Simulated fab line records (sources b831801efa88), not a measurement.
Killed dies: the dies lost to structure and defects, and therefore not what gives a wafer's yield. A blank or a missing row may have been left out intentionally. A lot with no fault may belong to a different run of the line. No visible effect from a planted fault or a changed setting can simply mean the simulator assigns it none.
2 desks, one fault | flow sky130 | each desk has only its own numbers; what lay behind them comes last

== AT THE TOOL OWNER'S DESK: pvd sputter-03 ==
The tool's own readings at SKY_METAL3_SPUTTER_00 (material Ti, target thk 15 nm, time 10 s): means of the sampled wafers that have a number, for each lot that ran on this tool. Marked OUT: a lot whose mean sits more than 4 standard deviations from the usual mean, which makes it out of limits; the brackets give that distance.
Columns: A = throttle valve pct at SKY_METAL3_SPUTTER_00, usual 29.6 %
lot  | first seen here | A
L579 | day 39 05:51    | 28.7
L583 | day 40 10:57    | 30.0
L587 | day 41 07:23    | 29.9
Finding of this desk: none of the 3 lots has anything out of limits.

== THE METROLOGY DESK ==
Means of the sampled wafers that have a number, per lot and without regard to the tool the lot ran on: this is what the gauges read. Marked OUT: a lot whose mean sits more than 4 standard deviations from the usual mean, which makes it out of limits; the brackets give that distance.
Columns: A = VIA2_OVL at SKY_VIA2_OVL_MEAS_13, usual -2 nm; B = VIA2_W_RS at SKY_VIA2_RS_MEAS_22, usual 0.273 ohm/sq; C = VIA2_W_THK at SKY_VIA2_THK_MEAS_23, usual 407 nm
lot  | first seen here | A  | B     | C
L572 | day 36 20:02    | -8 | 0.264 | 420
L579 | day 39 04:23    | -0 | 0.274 | 406
L582 | day 40 02:10    | -4 | 0.273 | 407
L583 | day 40 09:29    | 8  | 0.270 | 414
L584 | day 40 15:08    | -2 | 0.272 | 409
L587 | day 41 05:59    | -2 | 0.272 | 416
Finding of this desk: none of the 6 lots has anything out of limits.

== BROUGHT TOGETHER ==
The desk of the tool owner found nothing out of limits.
At the metrology desk, nothing out of limits was observed.

== WHAT HAD BEEN PUT IN BY THE SIMULATOR ==
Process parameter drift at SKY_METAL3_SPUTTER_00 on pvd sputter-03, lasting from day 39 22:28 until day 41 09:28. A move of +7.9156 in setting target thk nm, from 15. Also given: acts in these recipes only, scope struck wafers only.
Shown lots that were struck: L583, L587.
